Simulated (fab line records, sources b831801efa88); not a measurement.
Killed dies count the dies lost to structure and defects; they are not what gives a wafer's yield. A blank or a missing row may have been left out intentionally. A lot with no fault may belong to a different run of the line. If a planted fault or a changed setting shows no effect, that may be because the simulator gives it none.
Which tool was responsible? | flow gf180mcu | 72 wafers from 24 lots sampled at 6 of the route's 602 steps

== WHAT THE GAUGES READ, wafer by wafer ==
GF_V3_THK_MEAS_03.
lot  | measured     | on           | V3_CVD_02_THK (nm)
L074 | day 21 08:41 | filmMetro-03 | 837 863 847
L075 | day 21 18:49 | filmMetro-04 | 848 857 861
L076 | day 22 03:49 | filmMetro-03 | 859 863 848
L077 | day 22 13:03 | filmMetro-04 | 834 844 855
L078 | day 23 08:48 | filmMetro-04 | 855 848 863
L079 | day 23 21:08 | filmMetro-04 | 855 855 864
L080 | day 23 23:11 | filmMetro-02 | 853 856 867
L081 | day 24 03:34 | filmMetro-03 | 844 863 856
L082 | day 24 19:11 | filmMetro-02 | 845 857 868
L083 | day 25 01:04 | filmMetro-04 | 849 856 850
L084 | day 25 05:23 | filmMetro-03 | 843 855 850
L085 | day 25 11:51 | filmMetro-02 | 839 828 858
L086 | day 25 17:48 | filmMetro-02 | 847 870 873
L087 | day 26 06:09 | filmMetro-02 | 853 861 858
L088 | day 26 08:10 | filmMetro-03 | 850 843 867
L089 | day 26 14:41 | filmMetro-02 | 837 845 861
L090 | day 26 21:45 | filmMetro-02 | 850 853 873
L091 | day 27 06:57 | filmMetro-04 | 846 866 860
L092 | day 27 12:25 | filmMetro-04 | 855 873 870
L093 | day 27 21:00 | filmMetro-02 | 861 863 873
L094 | day 28 03:47 | filmMetro-02 | 850 848 843
L095 | day 28 08:44 | filmMetro-03 | 863 864 879
L096 | day 28 15:07 | filmMetro-04 | 846 858 849
L097 | day 29 08:02 | filmMetro-04 | 854 852 855

GF_V4_THK_MEAS_03.
lot  | measured     | on           | V4_CVD_02_THK (nm)
L074 | day 23 09:11 | filmMetro-02 | 860 862 868
L075 | day 23 20:13 | filmMetro-01 | 843 858 840
L076 | day 24 05:32 | filmMetro-04 | 863 848 856
L077 | day 24 13:21 | filmMetro-01 | 848 840 855
L078 | day 25 08:23 | filmMetro-02 | 857 857 867
L079 | day 25 20:02 | filmMetro-04 | 844 845 867
L080 | day 25 21:04 | filmMetro-04 | 834 835 853
L081 | day 26 01:27 | filmMetro-04 | 852 865 875
L082 | day 26 16:44 | filmMetro-01 | 850 850 855
L083 | day 26 22:09 | filmMetro-04 | 850 855 857
L084 | day 27 02:41 | filmMetro-04 | 852 850 862
L085 | day 27 08:17 | filmMetro-02 | 835 832 853
L086 | day 27 14:32 | filmMetro-02 | 851 856 858
L087 | day 28 01:55 | filmMetro-04 | 845 867 868
L088 | day 28 03:39 | filmMetro-04 | 843 839 850
L089 | day 28 09:44 | filmMetro-04 | 838 841 848
L090 | day 28 16:36 | filmMetro-01 | 840 852 858
L091 | day 29 01:50 | filmMetro-01 | 849 841 873
L092 | day 29 06:46 | filmMetro-04 | 851 863 868
L093 | day 29 15:01 | filmMetro-02 | 849 841 863
L094 | day 29 21:07 | filmMetro-02 | 842 836 843
L095 | day 30 02:12 | filmMetro-02 | 841 844 855
L096 | day 30 07:54 | filmMetro-04 | 844 847 855
L097 | day 31 00:01 | filmMetro-04 | 831 850 864

GF_V4_RS_MEAS_24: the measuring method here is four-point-probe.
lot  | measured     | on           | V4_W_RS (ohm/sq)
L074 | day 24 09:05 | filmMetro-02 | 0.328 0.328 0.328
L075 | day 24 19:37 | filmMetro-01 | 0.327 0.323 0.324
L076 | day 25 04:53 | filmMetro-01 | 0.336 0.330 0.332
L077 | day 25 12:39 | filmMetro-01 | 0.328 0.329 0.330
L078 | day 26 07:13 | filmMetro-02 | 0.323 0.328 0.327
L079 | day 26 18:28 | filmMetro-04 | 0.321 0.327 0.325
L080 | day 26 19:27 | filmMetro-02 | 0.330 0.328 0.329
L081 | day 26 23:28 | filmMetro-02 | 0.329 0.330 0.333
L082 | day 27 14:56 | filmMetro-04 | 0.324 0.324 0.327
L083 | day 27 20:32 | filmMetro-01 | 0.330 0.331 0.331
L084 | day 28 00:22 | filmMetro-04 | 0.328 0.329 0.329
L085 | day 28 06:15 | filmMetro-01 | 0.327 0.322 0.320
L086 | day 28 10:57 | filmMetro-01 | 0.329 0.330 0.327
L087 | day 28 22:52 | filmMetro-01 | 0.325 0.322 0.331
L088 | day 29 00:22 | filmMetro-01 | 0.327 0.327 0.326
L089 | day 29 06:47 | filmMetro-01 | 0.321 0.323 0.325
L090 | day 29 12:58 | filmMetro-02 | 0.329 0.330 0.327
L091 | day 29 22:40 | filmMetro-02 | 0.327 0.328 0.327
L092 | day 30 02:57 | filmMetro-02 | 0.328 0.332 0.331
L093 | day 30 11:08 | filmMetro-02 | 0.332 0.328 0.331
L094 | day 30 16:40 | filmMetro-01 | 0.331 0.333 0.328
L095 | day 30 21:51 | filmMetro-02 | 0.324 0.327 0.332
L096 | day 31 04:10 | filmMetro-01 | 0.333 0.332 0.328
L097 | day 31 19:01 | filmMetro-04 | 0.323 0.324 0.318

GF_TOP_METAL_OVL_MEAS_15.
lot  | measured     | on         | TOP_METAL_OVL (nm)
L074 | day 28 00:39 | overlay-01 | -0.2 -0.7 1.4
L075 | day 28 10:21 | overlay-02 | 0.3 -1.3 -0.4
L076 | day 28 19:07 | overlay-01 | -3.5 -1.7 -0.4
L077 | day 29 02:13 | overlay-01 | -2.6 -2.0 0.0
L078 | day 29 16:55 | overlay-02 | 0.9 0.1 0.7
L079 | day 30 05:20 | overlay-02 | 2.7 -0.1 2.2
L080 | day 30 06:17 | overlay-01 | -1.5 -3.3 -2.6
L081 | day 30 09:44 | overlay-02 | 0.2 -0.1 -2.3
L082 | day 31 00:00 | overlay-02 | 1.2 1.5 1.0
L083 | day 31 04:19 | overlay-01 | 0.8 1.4 -1.0
L084 | day 31 06:40 | overlay-01 | 2.1 0.7 -0.2
L085 | day 31 12:49 | overlay-02 | 0.1 0.4 2.1
L086 | day 31 17:43 | overlay-01 | -1.4 -0.4 -0.8
L087 | day 32 04:07 | overlay-02 | 0.6 0.5 0.0
L088 | day 32 05:08 | overlay-01 | -1.0 -3.0 -3.4
L089 | day 32 11:04 | overlay-02 | 0.3 0.5 -1.5
L090 | day 32 16:02 | overlay-02 | 2.6 -0.4 2.3
L091 | day 33 00:33 | overlay-01 | 0.9 0.6 0.2
L092 | day 33 04:21 | overlay-02 | 1.1 1.6 2.5
L093 | day 33 11:20 | overlay-01 | -1.9 -1.4 -1.6
L094 | day 33 15:23 | overlay-02 | -1.5 -2.9 -3.5
L095 | day 33 22:02 | overlay-01 | -2.5 -2.1 -0.5
L096 | day 34 02:28 | overlay-01 | 1.0 -1.5 0.5
L097 | day 34 15:21 | overlay-01 | 1.0 0.1 -1.3

== TOOL THAT RAN EACH LOT (tool first, then ch and the chambers of the sampled wafers, then the start) ==
lot  | GF_V1_ETCH_17                                | GF_V1_STRIP_18
L074 | rieDiel-04 ch 0,1, day 18 02:49 or earlier   | plasmaAsher-04 ch 0,1, day 18 02:49
L075 | rieDiel-03 ch 1,2,3, day 18 11:11 or earlier | plasmaAsher-02 ch 0,1, day 18 11:11
L076 | rieDiel-01 ch 0,2,3, day 18 21:55 or earlier | plasmaAsher-04 ch 0,1, day 18 21:55
L077 | rieDiel-03 ch 0,3, day 19 07:45 or earlier   | plasmaAsher-04 ch 0,1, day 19 07:45
L078 | rieDiel-03 ch 1,2,3, day 20 03:34 or earlier | plasmaAsher-01 ch 0,1, day 20 03:34
L079 | rieDiel-03 ch 2,3, day 20 16:43 or earlier   | plasmaAsher-02 ch 0,1, day 20 16:43
L080 | rieDiel-04 ch 1,2, day 20 19:45 or earlier   | plasmaAsher-04 ch 0,1, day 20 19:45
L081 | rieDiel-01 ch 2,3, day 21 00:49 or earlier   | plasmaAsher-01 ch 0, day 21 00:49
L082 | rieDiel-04 ch 2,3, day 21 17:41 or earlier   | plasmaAsher-02 ch 0,1, day 21 17:41
L083 | rieDiel-01 ch 0,1,3, day 21 23:33 or earlier | plasmaAsher-02 ch 0,1, day 21 23:33
L084 | rieDiel-01 ch 1,2, day 22 03:40 or earlier   | plasmaAsher-04 ch 0,1, day 22 03:40
L085 | rieDiel-03 ch 0,2, day 22 11:19 or earlier   | plasmaAsher-04 ch 0,1, day 22 11:19
L086 | rieDiel-03 ch 0,1,2, day 22 17:58 or earlier | plasmaAsher-04 ch 1, day 22 17:58
L087 | rieDiel-01 ch 0,3, day 23 07:05 or earlier   | plasmaAsher-02 ch 0,1, day 23 07:05
L088 | rieDiel-01 ch 0,2,3, day 23 10:25 or earlier | plasmaAsher-04 ch 0,1, day 23 10:25
L089 | rieDiel-04 ch 1,2,3, day 23 14:48 or earlier | plasmaAsher-04 ch 0,1, day 23 14:48
L090 | rieDiel-04 ch 0,1,3, day 24 01:04 or earlier | plasmaAsher-01 ch 0,1, day 24 01:04
L091 | rieDiel-03 ch 1,2,3, day 24 09:31 or earlier | plasmaAsher-02 ch 0,1, day 24 09:31
L092 | rieDiel-03 ch 0,2,3, day 24 16:36 or earlier | plasmaAsher-01 ch 0,1, day 24 16:36
L093 | rieDiel-03 ch 0,2,3, day 25 01:21 or earlier | plasmaAsher-01 ch 0,1, day 25 01:21
L094 | rieDiel-01 ch 0,1,2, day 25 08:49 or earlier | plasmaAsher-02 ch 0,1, day 25 08:49
L095 | rieDiel-04 ch 1,2, day 25 13:00 or earlier   | plasmaAsher-02 ch 0,1, day 25 13:00
L096 | rieDiel-04 ch 0,1,2, day 25 19:52 or earlier | plasmaAsher-02 ch 1, day 25 19:52
L097 | rieDiel-04 ch 1,2,3, day 26 14:22 or earlier | plasmaAsher-01 ch 0,1, day 26 14:22
- GF_V1_ETCH_17: etches SiO2 in C4F8/O2/Ar, stops on TiN, target depth 630 nm.
- GF_V1_STRIP_18: strips in O2/N2.

== WHAT THE TOOLS THEMSELVES READ (means of the sampled wafers that have a number; where no wafer has one, the mark that the record gives instead) ==
GF_V1_ETCH_17.
lot  | tool       | oesProductAu (a.u.)
L074 | rieDiel-04 | 0.854
L075 | rieDiel-03 | 0.853
L076 | rieDiel-01 | 0.857
L077 | rieDiel-03 | 0.855
L078 | rieDiel-03 | 0.858
L079 | rieDiel-03 | 0.851
L080 | rieDiel-04 | 0.857
L081 | rieDiel-01 | 0.856
L082 | rieDiel-04 | 0.854
L083 | rieDiel-01 | 0.860
L084 | rieDiel-01 | 0.859
L085 | rieDiel-03 | 0.855
L086 | rieDiel-03 | 0.852
L087 | rieDiel-01 | 0.853
L088 | rieDiel-01 | 0.860
L089 | rieDiel-04 | 0.853
L090 | rieDiel-04 | 0.852
L091 | rieDiel-03 | 0.854
L092 | rieDiel-03 | 0.857
L093 | rieDiel-03 | 0.853
L094 | rieDiel-01 | 0.859
L095 | rieDiel-04 | 0.855
L096 | rieDiel-04 | 0.855
L097 | rieDiel-04 | 0.857

GF_V1_STRIP_18.
lot  | tool           | drypumpMotorCurrentA (A) | heaterPowerW (W) | oesProductAu (a.u.)
L074 | plasmaAsher-04 | 5.6                      | 336              | 0.600
L075 | plasmaAsher-02 | 5.6                      | 359              | 0.593
L076 | plasmaAsher-04 | 5.8                      | 346              | 0.591
L077 | plasmaAsher-04 | 5.8                      | 348              | 0.594
L078 | plasmaAsher-01 | 6.0                      | 340              | 0.597
L079 | plasmaAsher-02 | 5.9                      | 345              | 0.590
L080 | plasmaAsher-04 | 5.8                      | 349              | 0.596
L081 | plasmaAsher-01 | 6.0                      | 324              | 0.589
L082 | plasmaAsher-02 | 5.6                      | 363              | 0.599
L083 | plasmaAsher-02 | 5.9                      | 350              | 0.582
L084 | plasmaAsher-04 | 5.6                      | 341              | 0.592
L085 | plasmaAsher-04 | 5.8                      | 344              | 0.595
L086 | plasmaAsher-04 | 5.3                      | 326              | 0.593
L087 | plasmaAsher-02 | 5.6                      | 360              | 0.593
L088 | plasmaAsher-04 | 5.8                      | 355              | 0.592
L089 | plasmaAsher-04 | 5.6                      | 339              | 0.591
L090 | plasmaAsher-01 | 6.0                      | 331              | 0.594
L091 | plasmaAsher-02 | 5.6                      | 367              | 0.601
L092 | plasmaAsher-01 | 6.0                      | 338              | 0.591
L093 | plasmaAsher-01 | 6.0                      | 339              | 0.593
L094 | plasmaAsher-02 | 5.9                      | 348              | 0.593
L095 | plasmaAsher-02 | 5.6                      | 363              | 0.589
L096 | plasmaAsher-02 | 5.4                      | 376              | 0.594
L097 | plasmaAsher-01 | 6.0                      | 340              | 0.591

== THE ANSWER, worked out from the rows above alone ==
Rule: usual is defined by the lots themselves. Put in order of their means at a reading, lots are off if they are a third of the lots or fewer, leave a main group of 4 or more, and stand apart from it by a gap of 3 or more times the standard deviation of the main group's means; of several such gaps the widest counts. A main group whose means are all the same, to the digits that the tables above print for the reading, isn't used. Also off: a lot with no number at a reading for which 4 or more lots have one. Any other lot the step has rows for is counted as sound. Order of review: gauges by route order, followed by the tools' own readings, for which a lot's mean as printed above is used. The first step at which some lot is off is used, and at that step the reading that is off furthest; a lot without a number counts as furthest.
None of the lots is off at any reading shown; this tells nothing.

== WHAT HAD BEEN PUT IN BY THE SIMULATOR ==
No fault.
